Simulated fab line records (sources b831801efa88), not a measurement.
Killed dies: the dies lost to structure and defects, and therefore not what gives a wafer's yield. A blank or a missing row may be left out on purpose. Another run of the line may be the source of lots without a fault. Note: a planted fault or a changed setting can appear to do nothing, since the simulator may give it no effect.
Comparing a struck lot with a sound one / flow sky130 / 33 out of 708 route steps
Sound: these wafers, L399.1, L399.2, L399.6. Struck: wafers L402.1, L402.2, L402.3. Last of all comes the cause.
Each step with rows lists, per side, the tool, then ch with its chambers, then its first start. Under that, the readings that differ: sound wafers / struck wafers / difference of the means / sigmas: that difference in standard deviations of wafers without a fault.
alike: a reading whose means differ by less than 2 such deviations, as well as words and numbers matching on both sides. not compared: withheld readings; readings where some wafer has no value; bounds like >300 that might hide an equal value; numbers whose values overlap and for which the record gives no deviation.
A row with sigmas, a row that says differs or no value, or rows on one side alone: a step with any of these is where the two part. Numbers that don't overlap but have no deviation are shown without sigmas and don't part them. Lack of a reading on every wafer of one side parts them only where that side has two or more wafers.

first, 7 steps without rows for these wafers: SKY_SONOS_TUNNEL_DEVELOP_06 (develop time 60 s); SKY_SONOS_TUNNEL_IMPLANT_09; SKY_SONOS_TUNNEL_WET_ETCH_10 (etches SiO2 in dHF, target depth 14 nm, time 280 s); SKY_SONOS_TUNNEL_STRIP_11 (strips in SPM, time 600 s); SKY_SONOS_TUNNEL_CLEAN_13 (cleans in dHF, time 20 s); SKY_SONOS_ONO_OXIDATION_00 (stabilise 600 s, purge 300 s, target thk 2.6 nm); SKY_SONOS_ONO_CVD_02 (deposits Si3N4 from DCS/NH3, target thk 10.5 nm, time 180 s).
SKY_SONOS_ONO_CVD_04: deposits SiO2 from SiH4/N2O, target thk 5.7199 nm.
  sound on lpcvd-03 ch 0, day 13 18:07; struck on lpcvd-03 ch 1, day 14 16:29
reading=zone power bottom pct (%); sound=26.2 26.7 26.2; struck=24.7 24.5 24.6; difference=-1.8; sigmas=-2
reading=zone power top pct (%); sound=31.1 31.1 31.3; struck=29.0 28.5 28.8; difference=-2.4; sigmas=-2
reading=model.SiO2_of_SONOS_ONO_CVD_04.thk nm (nm); sound=5.646 5.684 5.612; struck=4.193 4.238 4.293; difference=-1.406; sigmas=
  alike: spike tc upper C
SKY_SONOS_ONO_THK_MEAS_05:
  sound: film metro-04 at day 13 19:22; struck: film metro-01 at day 14 18:03
reading=SONOS_ONO_CVD_04_THK (nm); sound=5.71 5.76 5.58; struck=4.17 4.21 4.30; difference=-1.46; sigmas=-10
  not compared: hold
then, 22 steps without rows for these wafers: SKY_SONOS_ONO_HMDS_07 (prime time 60 s); SKY_SONOS_ONO_COAT_08 (resist thk 1140 nm); SKY_SONOS_ONO_SOFTBAKE_09 (time 60 s); SKY_SONOS_ONO_EXPOSE_10 (exposes mask ONOM, target cd 410 nm); SKY_SONOS_ONO_PEB_11; SKY_SONOS_ONO_DEVELOP_12 (develop time 60 s); SKY_SONOS_ONO_ETCH_15 (etches the open film in CHF3/O2, target depth 19.52 nm, time 7.8 s); SKY_SONOS_ONO_WET_ETCH_16 (etches SiO2 in dHF, target depth 14 nm, time 280 s); SKY_SONOS_ONO_STRIP_17 (strips in O2/N2); SKY_SONOS_ONO_WET_ETCH_18 (etches Si3N4 in H3PO4, target depth 15 nm, time 172 s); SKY_GATE_OXIDE_CLEAN_00 (cleans in SC1/SC2, time 150 s); SKY_GATE_OXIDE_OXIDATION_01 (stabilise 600 s, purge 300 s, target thk 10.268 nm); SKY_GATE_OXIDE_DEHYDRATE_03 (time 60 s); SKY_GATE_OXIDE_HMDS_04 (prime time 60 s); SKY_GATE_OXIDE_COAT_05 (resist thk 1162 nm); SKY_GATE_OXIDE_SOFTBAKE_06 (time 60 s); SKY_GATE_OXIDE_EXPOSE_07 (exposes mask LVOM, target cd 600 nm); SKY_GATE_OXIDE_PEB_08; SKY_GATE_OXIDE_DEVELOP_09 (develop time 60 s); SKY_GATE_OXIDE_IMPLANT_11; SKY_GATE_OXIDE_WET_ETCH_12 (etches SiO2 in dHF, target depth 16.8 nm, time 336 s); SKY_GATE_OXIDE_STRIP_13 (strips in O2/N2).
-- the record jumps here: 2 days lie between the struck wafers' starts before and after --
SKY_GATE_OXIDE_CLEAN_15: cleans in SC1/SC2, time 150 s.
  sound on wet bench-02 ch 0, day 16 03:17; struck on wet bench-03 ch 3, day 17 05:53
reading=model.SiO2_of_SONOS_ONO_CVD_04.thk nm (nm); sound=4.119 4.159 4.09; struck=2.663 2.709 2.769; difference=-1.409; sigmas=
  alike: bath guard temp C
-- here the record skips 31 days between the struck wafers' starts before and after, leaving off in module GATE_OXIDE and picking up in module PAD_OPEN (first step shown: number 708 of the route) --
SKY_PAD_OPEN_PROBE_99:
  sound: prober-01 at day 47 08:59; struck: prober-02 at day 48 09:39
reading=model.etest.sonos uncharged.r on ohm um; sound=816.3 819.7 811.9; struck=762.2 766.7 763.3; difference=-51.9; sigmas=
reading=model.etest.sonos erased.drive ua um; sound=190.6 195.9 177; struck=271 215.8 197; difference=+40; sigmas=
reading=model.etest.cap ono.gate log10 a cm2; sound=-7.899 -7.944 -7.874; struck=-6.161 -6.117 -6.194; difference=+1.748; sigmas=
reading=model.etest.cap ono.gate bv v (V); sound=16.09 16.61 16.83; struck=14.89 14.97 15.05; difference=-1.54; sigmas=
reading=model.etest.cap ono.tox acc nm (nm); sound=12.93 12.9 12.89; struck=11.47 11.49 11.54; difference=-1.41; sigmas=
reading=model.etest.sonos programmed.vt v (V); sound=1.442 1.441 1.512; struck=1.944 1.921 1.897; difference=+0.456; sigmas=
reading=model.etest.sonos baked.vt v (V); sound=0.9719 0.9873 0.9789; struck=1.303 1.301 1.307; difference=+0.324; sigmas=
reading=model.etest.sonos erased.vt v (V); sound=-2.274 -2.298 -2.262; struck=-2.554 -2.506 -2.471; difference=-0.232; sigmas=
  alike: killed_at_M0_to_M3, killed_at_M4_up, killed at contacts, killed at front end, killed at other, killed dies, killed open, killed short

WHERE THEY PART
Last at SKY_SONOS_ONO_THK_MEAS_05 as far as this record goes, first at SKY_SONOS_ONO_CVD_04. Later steps at which nothing parts them and some readings are alike: SKY_GATE_OXIDE_CLEAN_15, SKY_PAD_OPEN_PROBE_99.

WHY: the cause the simulator had injected
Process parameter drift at SKY_SONOS_ONO_CVD_04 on lpcvd-03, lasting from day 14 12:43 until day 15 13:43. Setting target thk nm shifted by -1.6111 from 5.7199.
